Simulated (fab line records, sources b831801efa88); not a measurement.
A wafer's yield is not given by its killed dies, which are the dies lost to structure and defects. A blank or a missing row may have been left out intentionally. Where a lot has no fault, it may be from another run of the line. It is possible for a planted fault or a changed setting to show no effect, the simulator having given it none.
Which tool is to blame? || flow sky130 || 11 lots, 33 wafers sampled, at 4 steps of a route of 708

WHAT THE GAUGES SHOWED, per wafer
SKY_VIA2_THK_MEAS_01.
{"lot": "L391", "measured": "day 34 21:14", "on": "film metro-01", "VIA2_HDPCVD_THK (nm)": "1179 1190 1188"}
{"lot": "L392", "measured": "day 35 01:17", "on": "film metro-02", "VIA2_HDPCVD_THK (nm)": "1176 1177 1170"}
{"lot": "L393", "measured": "day 35 14:49", "on": "film metro-01", "VIA2_HDPCVD_THK (nm)": "1175 1170 1193"}
{"lot": "L394", "measured": "day 35 18:30", "on": "film metro-02", "VIA2_HDPCVD_THK (nm)": "1170 1167 1183"}
{"lot": "L395", "measured": "day 36 02:13", "on": "film metro-04", "VIA2_HDPCVD_THK (nm)": "1188 1193 1187"}
{"lot": "L396", "measured": "day 36 10:52", "on": "film metro-04", "VIA2_HDPCVD_THK (nm)": "1176 1171 1179"}
{"lot": "L403", "measured": "day 39 17:00", "on": "film metro-04", "VIA2_HDPCVD_THK (nm)": "1166 1134 1163"}
{"lot": "L405", "measured": "day 39 20:44", "on": "film metro-02", "VIA2_HDPCVD_THK (nm)": "1160 1191 1170"}
{"lot": "L407", "measured": "day 40 06:01", "on": "film metro-04", "VIA2_HDPCVD_THK (nm)": "1182 1189 1181"}
{"lot": "L409", "measured": "day 40 11:31", "on": "film metro-01", "VIA2_HDPCVD_THK (nm)": "1174 1164 1183"}
{"lot": "L412", "measured": "day 41 18:49", "on": "film metro-02", "VIA2_HDPCVD_THK (nm)": "1181 1191 1190"}

WHAT TOOL EACH LOT RAN ON (gives the tool, then ch and the chambers of the sampled wafers, and finally the start)
{"lot": "L391", "SKY_VIA1_CVD_21": "cvd w-02 ch 0,1, day 33 18:37", "SKY_METAL2_SPUTTER_01": "pvd sputter-01, day 33 19:13", "SKY_VIA2_HDPCVD_00": "hdpcvd-02 ch 0,1,2, day 34 21:07"}
{"lot": "L392", "SKY_VIA1_CVD_21": "cvd w-01 ch 0, day 33 21:21", "SKY_METAL2_SPUTTER_01": "pvd sputter-03, day 33 22:02", "SKY_VIA2_HDPCVD_00": "hdpcvd-02 ch 0,2, day 35 01:10"}
{"lot": "L393", "SKY_VIA1_CVD_21": "cvd w-02 ch 0,1, day 34 10:29", "SKY_METAL2_SPUTTER_01": "pvd sputter-04, day 34 11:05", "SKY_VIA2_HDPCVD_00": "hdpcvd-02 ch 0,1,2, day 35 14:41"}
{"lot": "L394", "SKY_VIA1_CVD_21": "cvd w-01 ch 0,1, day 34 14:20", "SKY_METAL2_SPUTTER_01": "pvd sputter-01, day 34 14:56", "SKY_VIA2_HDPCVD_00": "hdpcvd-01 ch 0,1,2, day 35 18:23"}
{"lot": "L395", "SKY_VIA1_CVD_21": "cvd w-02 ch 0,1, day 34 22:22", "SKY_METAL2_SPUTTER_01": "pvd sputter-03, day 34 22:57", "SKY_VIA2_HDPCVD_00": "hdpcvd-02 ch 0,1, day 36 02:05"}
{"lot": "L396", "SKY_VIA1_CVD_21": "cvd w-02 ch 0,1, day 35 06:13", "SKY_METAL2_SPUTTER_01": "pvd sputter-01, day 35 06:48", "SKY_VIA2_HDPCVD_00": "hdpcvd-01 ch 1,2, day 36 10:44"}
{"lot": "L403", "SKY_VIA1_CVD_21": "cvd w-02 ch 0,1, day 38 14:18", "SKY_METAL2_SPUTTER_01": "pvd sputter-03, day 38 14:52", "SKY_VIA2_HDPCVD_00": "hdpcvd-01 ch 0,1, day 39 16:52"}
{"lot": "L405", "SKY_VIA1_CVD_21": "cvd w-02 ch 0,1, day 38 18:19", "SKY_METAL2_SPUTTER_01": "pvd sputter-03, day 38 18:52", "SKY_VIA2_HDPCVD_00": "hdpcvd-02 ch 0,1,2, day 39 20:38"}
{"lot": "L407", "SKY_VIA1_CVD_21": "cvd w-02 ch 0,1, day 39 02:55", "SKY_METAL2_SPUTTER_01": "pvd sputter-01, day 39 03:51", "SKY_VIA2_HDPCVD_00": "hdpcvd-02 ch 1,2, day 40 05:52"}
{"lot": "L409", "SKY_VIA1_CVD_21": "cvd w-01 ch 0,1, day 39 07:53", "SKY_METAL2_SPUTTER_01": "pvd sputter-03, day 39 08:27", "SKY_VIA2_HDPCVD_00": "hdpcvd-02 ch 0,1,2, day 40 11:22"}
{"lot": "L412", "SKY_VIA1_CVD_21": "cvd w-02 ch 0,1, day 40 17:09", "SKY_METAL2_SPUTTER_01": "pvd sputter-03, day 40 18:58", "SKY_VIA2_HDPCVD_00": "hdpcvd-02 ch 0,2, day 41 18:38"}
- SKY_VIA1_CVD_21: deposits W, target thk 270 nm, time 80.902 s.
- SKY_METAL2_SPUTTER_01: material TiN, target thk 20 nm, time 16.7 s.
- SKY_VIA2_HDPCVD_00: deposits SiO2, target thk 1180 nm, time 196.7 s.

AS READ BY THE TOOLS THEMSELVES (means over the sampled wafers that have a number; for cases with no such wafer, the mark the record gives instead)
SKY_VIA1_CVD_21.
{"lot": "L391", "tool": "cvd w-02", "heater power w (W)": 850}
{"lot": "L392", "tool": "cvd w-01", "heater power w (W)": 779}
{"lot": "L393", "tool": "cvd w-02", "heater power w (W)": 848}
{"lot": "L394", "tool": "cvd w-01", "heater power w (W)": 832}
{"lot": "L395", "tool": "cvd w-02", "heater power w (W)": 846}
{"lot": "L396", "tool": "cvd w-02", "heater power w (W)": 865}
{"lot": "L403", "tool": "cvd w-02", "heater power w (W)": 867}
{"lot": "L405", "tool": "cvd w-02", "heater power w (W)": 880}
{"lot": "L407", "tool": "cvd w-02", "heater power w (W)": 861}
{"lot": "L409", "tool": "cvd w-01", "heater power w (W)": 782}
{"lot": "L412", "tool": "cvd w-02", "heater power w (W)": 881}

SKY_METAL2_SPUTTER_01.
{"lot": "L391", "tool": "pvd sputter-01", "throttle valve pct (%)": 29.0}
{"lot": "L392", "tool": "pvd sputter-03", "throttle valve pct (%)": 30.0}
{"lot": "L393", "tool": "pvd sputter-04", "throttle valve pct (%)": 30.3}
{"lot": "L394", "tool": "pvd sputter-01", "throttle valve pct (%)": 29.4}
{"lot": "L395", "tool": "pvd sputter-03", "throttle valve pct (%)": 29.8}
{"lot": "L396", "tool": "pvd sputter-01", "throttle valve pct (%)": 29.6}
{"lot": "L403", "tool": "pvd sputter-03", "throttle valve pct (%)": 29.8}
{"lot": "L405", "tool": "pvd sputter-03", "throttle valve pct (%)": 29.5}
{"lot": "L407", "tool": "pvd sputter-01", "throttle valve pct (%)": 29.4}
{"lot": "L409", "tool": "pvd sputter-03", "throttle valve pct (%)": 29.1}
{"lot": "L412", "tool": "pvd sputter-03", "throttle valve pct (%)": 29.8}

SKY_VIA2_HDPCVD_00.
{"lot": "L391", "tool": "hdpcvd-02", "run length s (s)": 224.6}
{"lot": "L392", "tool": "hdpcvd-02", "run length s (s)": 224.9}
{"lot": "L393", "tool": "hdpcvd-02", "run length s (s)": 224.5}
{"lot": "L394", "tool": "hdpcvd-01", "run length s (s)": 224.5}
{"lot": "L395", "tool": "hdpcvd-02", "run length s (s)": 225.2}
{"lot": "L396", "tool": "hdpcvd-01", "run length s (s)": 223.8}
{"lot": "L403", "tool": "hdpcvd-01", "run length s (s)": 222.2}
{"lot": "L405", "tool": "hdpcvd-02", "run length s (s)": 224.5}
{"lot": "L407", "tool": "hdpcvd-02", "run length s (s)": 224.0}
{"lot": "L409", "tool": "hdpcvd-02", "run length s (s)": 224.6}
{"lot": "L412", "tool": "hdpcvd-02", "run length s (s)": 224.7}

THE ANSWER, worked out from the rows above alone
Rule: what is usual is taken from the lots themselves. Put in order of their means at a reading, lots are off if they are a third of the lots or fewer, leave a main group of 4 or more, and stand apart from it by a gap of 3 or more times the standard deviation of the main group's means; of several such gaps the widest counts. A main group is skipped when, at the precision printed for the reading in the tables above, its means are all equal. Also off: a lot with no number at a reading for which 4 or more lots have one. Any other lot the step has rows for is counted as sound. First the gauges in route order, then the tools' own readings, where a lot's mean is used as printed above. At the first step where some lot is off, the reading lying furthest off is the one used; lots without a number count as furthest.
Off: L403, seen at SKY_VIA2_THK_MEAS_01 (VIA2_HDPCVD_THK). The main group: mean 1180 nm, standard deviation 6.1.
A tool fits if, at a process step before that reading, it ran every lot that is off, and no sound lot after the first of them. Not tried: the gauges at SKY_VIA2_THK_MEAS_01; whatever is off there is also off at SKY_VIA2_HDPCVD_00, on other tools, and gauge error can't account for it. One fits: hdpcvd-01 at SKY_VIA2_HDPCVD_00. A fault onset in the window from L396 (day 36 10:44, its last sound lot) to L403 (day 39 16:52, its first lot off) fits.
On the lots that are off, the tool's own readings at SKY_VIA2_HDPCVD_00 differ by more than 5 times the standard deviation of the sound lots' means, which bears it out; run length s reads 222.2 s there versus 224.5 s on the sound lots.

WHAT THE SIMULATOR HAD INSERTED
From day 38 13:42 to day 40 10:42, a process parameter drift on hdpcvd-01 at SKY_VIA2_HDPCVD_00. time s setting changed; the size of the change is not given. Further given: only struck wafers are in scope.
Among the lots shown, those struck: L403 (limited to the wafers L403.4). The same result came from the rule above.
